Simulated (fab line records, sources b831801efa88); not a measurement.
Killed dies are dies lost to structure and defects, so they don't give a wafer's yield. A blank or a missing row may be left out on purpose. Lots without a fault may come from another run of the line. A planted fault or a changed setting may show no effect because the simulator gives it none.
One fault seen from 2 desks | flow gf180mcu | each desk has only its own numbers; what lay behind them comes last

THE TOOL OWNER'S DESK: lpcvd-01
The tool's own readings at GF_POLY_GATE_CVD_00 (deposits poly-Si, target thk 200 nm, time 1200 s): means of the sampled wafers that have a number, for each lot that ran on this tool. A lot is out of limits, marked OUT, if its mean lies more than 4 standard deviations from the usual mean; the brackets give that distance.
Columns: A = spike_tc_bottom_C at GF_POLY_GATE_CVD_00, usual 640.9 C; B = susceptor_temp_C at GF_POLY_GATE_CVD_00, usual 620.02 C
lot  | first seen here | A     | B
L593 | day 8 09:04     | 638.1 | 619.60
L595 | day 8 22:57     | 639.5 | 620.28
L596 | day 9 04:54     | 638.3 | 619.90
L600 | day 10 09:22    | 641.9 | 620.07
L601 | day 10 11:48    | 639.9 | 620.15
L604 | day 12 00:28    | 640.9 | 620.07
L607 | day 12 11:39    | 641.5 | 620.58
L608 | day 13 02:47    | 639.8 | 619.76
L609 | day 13 02:47    | 640.2 | 619.83
L611 | day 13 13:04    | 639.3 | 620.29
This desk's finding: nothing out of limits on any of the 10 lots.

THE METROLOGY DESK
What the gauges read, lot by lot, whatever tool the lot ran on: means of the sampled wafers that have a number. A lot is out of limits, marked OUT, if its mean lies more than 4 standard deviations from the usual mean; the brackets give that distance.
Columns: A = cd_nm at GF_TOP_METAL_CD_MEAS_14, usual 439.0 nm
lot  | first seen here | A
L593 | day 28 00:54    | 437.3
L594 | day 28 03:50    | 442.9
L595 | day 28 14:13    | 438.1
L596 | day 29 00:25    | 439.6
L598 | day 29 09:47    | 439.5
L600 | day 30 07:25    | 441.6
L601 | day 30 08:01    | 437.8
L602 | day 30 17:43    | 438.6
L604 | day 31 13:50    | 438.8
L607 | day 32 03:49    | 439.6
L609 | day 32 18:13    | 436.7
L608 | day 32 20:26    | 438.5
L611 | day 33 01:26    | 438.6
L616 | day 34 10:29    | 439.8
This desk's finding: nothing out of limits on any of the 14 lots.

PUT TOGETHER
The tool owner's desk saw nothing out of limits.
The metrology desk saw nothing out of limits.

WHAT THE SIMULATOR HAD PUT IN
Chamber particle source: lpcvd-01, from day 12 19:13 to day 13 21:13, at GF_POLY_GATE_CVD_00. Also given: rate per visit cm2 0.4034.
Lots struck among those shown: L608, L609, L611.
